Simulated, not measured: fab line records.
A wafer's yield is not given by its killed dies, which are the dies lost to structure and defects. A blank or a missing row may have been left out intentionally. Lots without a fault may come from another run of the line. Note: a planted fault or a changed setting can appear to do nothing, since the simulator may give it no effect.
The tool behind it: which one? :: flow gf180mcu :: Sampling: 15 lots, 45 wafers, 4 of 602 route steps

## WHAT THE GAUGES READ, wafer by wafer
GF_HV_LDD_OVL_MEAS_20. Usual: HV_LDD_01_OVL typically reads 0.1 nm, with standard deviation 1.4.
lot: L695
measured: day 10 21:35
on: overlay-02
HV_LDD_01_OVL (nm): 1.0 1.8 0.5
flag: 

lot: L697
measured: day 11 18:53
on: overlay-01
HV_LDD_01_OVL (nm): -1.1 -0.6 -1.9
flag: 

lot: L699
measured: day 12 09:33
on: overlay-02
HV_LDD_01_OVL (nm): 0.5 -2.2 -1.8
flag: 

lot: L701
measured: day 12 16:08
on: overlay-01
HV_LDD_01_OVL (nm): -0.2 -0.7 -0.6
flag: 

lot: L702
measured: day 13 11:34
on: overlay-01
HV_LDD_01_OVL (nm): 1.7 1.0 0.6
flag: 

lot: L703
measured: day 13 11:59
on: overlay-02
HV_LDD_01_OVL (nm): -0.4 0.8 0.5
flag: 

lot: L704
measured: day 13 18:53
on: overlay-02
HV_LDD_01_OVL (nm): 0.4 -1.7 0.3
flag: 

lot: L705
measured: day 14 02:38
on: overlay-02
HV_LDD_01_OVL (nm): 0.5 0.6 0.5
flag: 

lot: L706
measured: day 14 11:32
on: overlay-02
HV_LDD_01_OVL (nm): -1.5 0.0 0.0
flag: 

lot: L707
measured: day 15 01:01
on: overlay-01
HV_LDD_01_OVL (nm): 2.5 3.6 2.1
flag: 

lot: L708
measured: day 15 16:07
on: overlay-01
HV_LDD_01_OVL (nm): 0.8 1.0 -0.4
flag: 

lot: L710
measured: day 15 23:44
on: overlay-01
HV_LDD_01_OVL (nm): -0.8 0.1 -0.1
flag: 

GF_CONTACT_THK_MEAS_03. Usual: CONTACT_CVD_02_THK typically reads 862 nm, with standard deviation 10.
lot: L695
measured: day 15 07:26
on: film metro-03
CONTACT_CVD_02_THK (nm): 858 840 847
flag: 

lot: L697
measured: day 16 08:33
on: film metro-02
CONTACT_CVD_02_THK (nm): 852 852 851
flag: 

lot: L699
measured: day 17 01:43
on: film metro-03
CONTACT_CVD_02_THK (nm): 856 877 860
flag: 

lot: L701
measured: day 17 09:59
on: film metro-02
CONTACT_CVD_02_THK (nm): 871 864 873
flag: 

lot: L702
measured: day 18 07:15
on: film metro-03
CONTACT_CVD_02_THK (nm): 859 861 860
flag: 

lot: L703
measured: day 18 08:01
on: film metro-03
CONTACT_CVD_02_THK (nm): 850 847 869
flag: 

lot: L704
measured: day 18 17:14
on: film metro-02
CONTACT_CVD_02_THK (nm): 836 856 861
flag: 

lot: L705
measured: day 19 01:34
on: film metro-03
CONTACT_CVD_02_THK (nm): 866 871 877
flag: 

lot: L706
measured: day 19 13:18
on: film metro-02
CONTACT_CVD_02_THK (nm): 863 858 877
flag: 

lot: L707
measured: day 20 01:42
on: film metro-03
CONTACT_CVD_02_THK (nm): 867 873 869
flag: 

lot: L708
measured: day 20 20:07
on: film metro-04
CONTACT_CVD_02_THK (nm): 862 861 853
flag: 

lot: L710
measured: day 21 04:31
on: film metro-04
CONTACT_CVD_02_THK (nm): 868 860 880
flag: 

## WHAT TOOL EACH LOT RAN ON (gives the tool, then ch and the chambers of the sampled wafers, and finally the start)
lot: L695
GF_STI_WET_ETCH_26: wet bench-04 ch 0, day 2 09:22
GF_VT_IMPLANT_STRIP_20: plasma asher-03 ch 0,1, day 6 10:22

lot: L697
GF_STI_WET_ETCH_26: wet bench-04 ch 0, day 2 21:37
GF_VT_IMPLANT_STRIP_20: plasma asher-03 ch 0,1, day 7 02:28

lot: L699
GF_STI_WET_ETCH_26: wet bench-04 ch 3, day 3 06:53
GF_VT_IMPLANT_STRIP_20: plasma asher-03 ch 0,1, day 7 12:55

lot: L701
GF_STI_WET_ETCH_26: wet bench-03 ch 1, day 3 15:18
GF_VT_IMPLANT_STRIP_20: plasma asher-02 ch 0,1, day 7 20:18

lot: L702
GF_STI_WET_ETCH_26: wet bench-04 ch 0, day 4 01:10
GF_VT_IMPLANT_STRIP_20: plasma asher-02 ch 0,1, day 8 10:45

lot: L703
GF_STI_WET_ETCH_26: wet bench-03 ch 0, day 4 03:30
GF_VT_IMPLANT_STRIP_20: plasma asher-01 ch 0,1, day 8 10:52

lot: L704
GF_STI_WET_ETCH_26: wet bench-04 ch 2, day 4 07:10
GF_VT_IMPLANT_STRIP_20: plasma asher-03 ch 0,1, day 8 18:36

lot: L705
GF_STI_WET_ETCH_26: wet bench-03 ch 2, day 4 12:02
GF_VT_IMPLANT_STRIP_20: plasma asher-03 ch 0,1, day 8 23:55

lot: L706
GF_STI_WET_ETCH_26: wet bench-03 ch 3, day 4 19:32
GF_VT_IMPLANT_STRIP_20: plasma asher-01 ch 0,1, day 9 09:13

lot: L707
GF_STI_WET_ETCH_26: wet bench-03 ch 0, day 5 00:53
GF_VT_IMPLANT_STRIP_20: plasma asher-03 ch 0,1, day 9 21:29

lot: L708
GF_STI_WET_ETCH_26: wet bench-02 ch 2, day 5 09:03
GF_VT_IMPLANT_STRIP_20: plasma asher-03 ch 0,1, day 10 09:22

lot: L710
GF_STI_WET_ETCH_26: wet bench-02 ch 1, day 5 17:16
GF_VT_IMPLANT_STRIP_20: plasma asher-01 ch 0,1, day 10 16:22

lot: L714
GF_STI_WET_ETCH_26: wet bench-04 ch 0, day 6 13:29
GF_VT_IMPLANT_STRIP_20: -

lot: L715
GF_STI_WET_ETCH_26: wet bench-02 ch 2, day 6 18:40
GF_VT_IMPLANT_STRIP_20: -

lot: L716
GF_STI_WET_ETCH_26: wet bench-03 ch 1, day 6 20:53
GF_VT_IMPLANT_STRIP_20: -
- GF_STI_WET_ETCH_26: etches SiO2 in dHF, target depth 94 nm, time 188 s.
- GF_VT_IMPLANT_STRIP_20: strips in O2/N2.

## WHAT THE TOOLS THEMSELVES READ (means of the sampled wafers that have a number; where no wafer has one, the mark that the record gives instead)
GF_STI_WET_ETCH_26. Usual: bath heat duty pct 6.2 %, standard deviation 0.72; run length s 218 s, standard deviation 3.8; temp c 25.01 C, standard deviation 0.095.
lot: L695
tool: wet bench-04
bath heat duty pct (%): 5.6
run length s (s): 216
temp c (C): 24.97
flag: 

lot: L697
tool: wet bench-04
bath heat duty pct (%): 5.5
run length s (s): 222
temp c (C): 24.99
flag: 

lot: L699
tool: wet bench-04
bath heat duty pct (%): 7.5
run length s (s): 214
temp c (C): 25.00
flag: 

lot: L701
tool: wet bench-03
bath heat duty pct (%): 6.1
run length s (s): 222
temp c (C): 25.21
flag: 

lot: L702
tool: wet bench-04
bath heat duty pct (%): 5.8
run length s (s): 214
temp c (C): 24.94
flag: 

lot: L703
tool: wet bench-03
bath heat duty pct (%): 6.3
run length s (s): 215
temp c (C): 25.06
flag: 

lot: L704
tool: wet bench-04
bath heat duty pct (%): 6.5
run length s (s): 214
temp c (C): 25.01
flag: 

lot: L705
tool: wet bench-03
bath heat duty pct (%): 5.4
run length s (s): 213
temp c (C): 25.00
flag: 

lot: L706
tool: wet bench-03
bath heat duty pct (%): 6.2
run length s (s): 216
temp c (C): 25.02
flag: 

lot: L707
tool: wet bench-03
bath heat duty pct (%): 6.4
run length s (s): 214
temp c (C): 24.98
flag: 

lot: L708
tool: wet bench-02
bath heat duty pct (%): 7.2
run length s (s): 221
temp c (C): 24.99
flag: 

lot: L710
tool: wet bench-02
bath heat duty pct (%): 5.7
run length s (s): 223
temp c (C): 24.91
flag: 

lot: L714
tool: wet bench-04
bath heat duty pct (%): -
run length s (s): -
temp c (C): -
flag: OFF

lot: L715
tool: wet bench-02
bath heat duty pct (%): -
run length s (s): -
temp c (C): -
flag: OFF

lot: L716
tool: wet bench-03
bath heat duty pct (%): -
run length s (s): -
temp c (C): -
flag: OFF

GF_VT_IMPLANT_STRIP_20. Usual: drypump motor current A 5.6 A, standard deviation 0.44; heater power w 307 W, standard deviation 37; oes product au 0.716 a.u., standard deviation 0.0045; strip time to endpoint s 12.65 s, standard deviation 0.037.
lot: L695
tool: plasma asher-03
drypump motor current A (A): 5.8
heater power w (W): 300
oes product au (a.u.): 0.715
strip time to endpoint s (s): 12.64
flag: 

lot: L697
tool: plasma asher-03
drypump motor current A (A): 5.6
heater power w (W): 276
oes product au (a.u.): 0.721
strip time to endpoint s (s): 12.63
flag: 

lot: L699
tool: plasma asher-03
drypump motor current A (A): 5.6
heater power w (W): 274
oes product au (a.u.): 0.710
strip time to endpoint s (s): 12.61
flag: 

lot: L701
tool: plasma asher-02
drypump motor current A (A): 5.9
heater power w (W): 319
oes product au (a.u.): 0.719
strip time to endpoint s (s): 12.60
flag: 

lot: L702
tool: plasma asher-02
drypump motor current A (A): 5.8
heater power w (W): 336
oes product au (a.u.): 0.713
strip time to endpoint s (s): 12.66
flag: 

lot: L703
tool: plasma asher-01
drypump motor current A (A): 5.2
heater power w (W): 302
oes product au (a.u.): 0.714
strip time to endpoint s (s): 12.66
flag: 

lot: L704
tool: plasma asher-03
drypump motor current A (A): 5.8
heater power w (W): 304
oes product au (a.u.): 0.717
strip time to endpoint s (s): 12.62
flag: 

lot: L705
tool: plasma asher-03
drypump motor current A (A): 5.6
heater power w (W): 277
oes product au (a.u.): 0.714
strip time to endpoint s (s): 12.66
flag: 

lot: L706
tool: plasma asher-01
drypump motor current A (A): 5.2
heater power w (W): 304
oes product au (a.u.): 0.718
strip time to endpoint s (s): 12.62
flag: 

lot: L707
tool: plasma asher-03
drypump motor current A (A): 5.8
heater power w (W): 304
oes product au (a.u.): 0.717
strip time to endpoint s (s): 12.69
flag: 

lot: L708
tool: plasma asher-03
drypump motor current A (A): 5.6
heater power w (W): 277
oes product au (a.u.): 0.722
strip time to endpoint s (s): 12.69
flag: 

lot: L710
tool: plasma asher-01
drypump motor current A (A): 5.0
heater power w (W): 316
oes product au (a.u.): 0.719
strip time to endpoint s (s): 12.67
flag: 

## THE ANSWER, worked out from the rows above alone
Rule: a lot counts as off when the mean over its wafers that have a number is more than 3 standard deviations away from the usual mean. A lot without any number at a reading at which 4 lots or more have one is off too. The other lots that the step has rows for count as sound. The gauges are gone through in route order, then the tools' own readings, and for those a lot's mean is taken as printed above. The first step at which some lot is off is used, and at that step the reading that is off furthest; a lot without a number counts as furthest.
Off at GF_STI_WET_ETCH_26 (bath heat duty pct): L714, L715, L716. Without a number there: L714, L715, L716.
A tool fits if, at that step or a process step before it, it ran every lot that is off, and no sound lot after the first of them. No candidate that was tried fits.

## WHAT THE SIMULATOR PUT IN
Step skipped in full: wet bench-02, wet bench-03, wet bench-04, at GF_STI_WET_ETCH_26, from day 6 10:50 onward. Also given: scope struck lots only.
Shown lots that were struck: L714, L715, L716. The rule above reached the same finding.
